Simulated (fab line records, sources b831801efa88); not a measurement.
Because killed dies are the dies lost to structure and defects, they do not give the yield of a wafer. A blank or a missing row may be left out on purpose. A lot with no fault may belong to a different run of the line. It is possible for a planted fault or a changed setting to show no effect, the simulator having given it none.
8D (eight disciplines) problem report, filled in by code	flow sky130	the parts of the form that need people (team, actions taken, sign-off) are left out

== 1. THE PROBLEM ==
Mean of dose_ions_cm2 at SKY_LDD_N_IMPLANT_15: 2.192e+12 across 6 wafers in 2 lots; on wafers with no fault it is 4.998e+12 (standard deviation 5.3e+09). That is -99 or more standard deviations from the usual mean.
First observed at day 23 12:45: wafer L912.3, on implanter-04. The record has a number at this step for 18 wafers belonging to 6 lots. Rule for "out" (also "out of limits"): further than 4 standard deviations from the usual mean. Any other wafer with a number is counted as sound.

== 2. WHAT IT IS, AND WHAT IT ISN'T ==
question	is	is not
which readings at this step	dose_ions_cm2, faraday_current_uA	tilt_deg
which lots	L911, L912	L902, L903, L918, L920
which wafers of those lots	all that have a number	-
read on which tools	implanter-04	implanter-02, implanter-03
when	from day 23 12:45	up to then (6 sound wafers); but 6 sound wafers of L918, L920 came after

== 3. WHAT RULES OUT EACH SUSPECT ==
Counting: any tool at a process step up to the reading is kept as a suspect provided that every lot that is out went through it and no sound lot did after the first of them.
- implanter-04 at SKY_LDD_N_IMPLANT_15: kept. It ran every lot that is out, first L912 (day 23 12:45), and no sound lot after that; its last sound lot up to then is L902 (day 19 16:03). On those wafers its own readings are out: dose_ions_cm2, faraday_current_uA.
Left after counting: implanter-04 at SKY_LDD_N_IMPLANT_15.

== 4. THE CAUSE (what the simulator had put in) ==
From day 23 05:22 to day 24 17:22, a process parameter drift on implanter-04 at SKY_LDD_N_IMPLANT_15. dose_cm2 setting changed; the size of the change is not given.
Counting left only this tool.

== 5. THE EFFECT CHAIN, in route order ==
Each row: a reading whose mean over the struck wafers that have a number lies more than 3 standard deviations from the usual. Readings are gone through only where the record gives a usual standard deviation; hours: the median, over the lots, of the time from a lot's start at the first step in this table giving one to that lot's start at this step; sigmas: the change measured in usual standard deviations.
hours	step	reading	usual	on struck wafers	change	sigmas
0	SKY_LDD_N_IMPLANT_15	dose_ions_cm2	4.998e+12	2.192e+12	-2.806e+12	-99 or more
0	SKY_LDD_N_IMPLANT_15	faraday_current_uA	28.1	12.3	-15.8	-27
Its process steps:
- SKY_LDD_N_IMPLANT_15

== 6. HOW IT WOULD HAVE BEEN CAUGHT EARLIER ==
In this record no reading fell out of limits until day 23 12:45, 7 hours after the fault had begun at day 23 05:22.
